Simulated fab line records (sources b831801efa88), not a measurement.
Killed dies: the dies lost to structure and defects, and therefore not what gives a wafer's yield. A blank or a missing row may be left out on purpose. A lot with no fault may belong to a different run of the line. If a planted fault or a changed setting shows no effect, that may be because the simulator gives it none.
A struck lot beside a sound one -- flow gf180mcu -- 17 steps out of a route of 602
Sound: wafers L526.2, L526.4, L526.6. Struck: wafers L525.4, L525.5, L525.6. The cause is named last.
For every step that has rows: the tool of each side, followed by ch and its chambers, followed by its first start. Under that, the readings that differ: sound wafers -- struck wafers -- difference of the means -- sigmas: that difference in standard deviations of wafers without a fault.
alike: readings whose means differ by less than 2 such deviations, and words and numbers that are the same on both sides. not compared: withheld readings, readings that some wafer has no value for, bounds like >300 that may hide the same value, and numbers for which the record gives no deviation and whose values overlap.
The two part at a step that has a row with sigmas, a row that says differs or no value, or rows on one side only. Non-overlapping numbers with no deviation appear without sigmas and do not part them. Lack of a reading on every wafer of one side parts them only where that side has two or more wafers.

first, 3 steps without rows for these wafers: GF_V3_EXPOSE_11 (exposes mask Via3, target cd 260 nm); GF_V3_PEB_12 (peb time 90 s); GF_V3_DEVELOP_13 (develop time 60 s).
GF_V3_CD_MEAS_14 targets a cd of 260 nm.
  sound: cd_sem-02 at day 28 01:46; struck: cd_sem-02 at day 27 18:56
  alike: cd_nm
GF_V3_OVL_MEAS_15:
  sound: overlay-02 at day 28 01:53; struck: overlay-02 at day 27 19:01
  alike: V3_OVL
GF_V3_ETCH_16: etches BARC in N2/H2.
  sound on rie_diel-03 ch 1,3, day 28 01:55; struck on rie_diel-01 ch 0,1,3, day 27 19:02
  alike: drypump_motor_current_A, oes_product_au, throttle_valve_pct
GF_V3_ETCH_17: etches SiO2 in C4F8/O2/Ar, stops on TiN, target depth 635 nm.
  sound: rie_diel-03 ch 1,3; struck: rie_diel-01 ch 0,1,3
  alike: oes_product_au
GF_V3_STRIP_18: strips in O2/N2.
  sound on plasma_asher-03 ch 0,1, day 28 02:02; struck on plasma_asher-01 ch 0,1, day 27 19:12
  alike: drypump_motor_current_A, heater_power_w, oes_product_au
  not compared: rf_hours_counter_h
then, 2 steps without rows for these wafers: GF_V3_STRIP_19 (strips in post etch residue remover, time 1200 s); GF_V3_CLEAN_20 (cleans in DIW).
GF_V3_SPUTTER_21: material Ti, target thk 15 nm, time 80.02 s.
  sound: pvd_sputter-01 at day 28 02:37; struck: pvd_sputter-04 at day 27 19:42
  alike: throttle_valve_pct
GF_V3_SPUTTER_22: material TiN, target thk 10 nm, time 40 s.
  sound: pvd_sputter-01 at day 28 02:40; struck: pvd_sputter-04 at day 27 19:46
  alike: throttle_valve_pct
GF_V3_CVD_23: deposits W, target thk 350 nm, time 104.9 s.
  sound on cvd_w-01 ch 0,1, day 28 02:43; struck on cvd_w-02 ch 0,1, day 27 19:50
  no value came back on the struck wafers for chamber_pressure_Torr (Torr), heater_power_outer_w (W), heater_power_w (W); on the sound wafers chamber_pressure_Torr (Torr) reads 40.05 40.02 39.91
  not compared: since_wet_clean_h
GF_V3_RS_MEAS_24: the measuring method here is four-point-probe.
  sound: film_metro-02 at day 28 02:50; struck: film_metro-03 at day 27 19:58
reading,sound,struck,difference,sigmas
V3_W_RS (ohm/sq),0.326 0.326 0.325,43.915 44.084 44.843,+43.955,+99 or more
GF_V3_THK_MEAS_25: measures by xrf.
  sound: film_metro-02 at day 28 02:57; struck: film_metro-03 at day 27 20:04
reading,sound,struck,difference,sigmas
V3_W_THK (nm),345 345 348,<0 <0 <0,differs,
GF_V3_CMP_26: polishes, stops on SiO2, t overpolish 15 s, target thk 0 nm.
  sound on cmp-02 ch 0,3, day 28 03:03; struck on cmp-01 ch 0,2,3, day 27 20:11
reading,sound,struck,difference,sigmas
time_to_endpoint_s (s),82 95 92,0 2 3,-88,-14
  alike: motor_current_A
-- the record jumps here: 6 days lie between the struck wafers' starts before and after (it left off in module V3 and takes up again in module PASSIVATION, whose first step shown is number 602 of the route) --
GF_PASSIVATION_PROBE_99:
  the record has rows for the struck wafers here (prober-01, day 33 11:43) and none for the sound ones

== WHERE THEY PART ==
At GF_V3_CVD_23 first; at GF_PASSIVATION_PROBE_99 last (within this record only).

WHY: the cause the simulator had injected
Whole step skipped at GF_V3_CVD_23 on cvd_w-02, starting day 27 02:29. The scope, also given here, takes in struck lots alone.
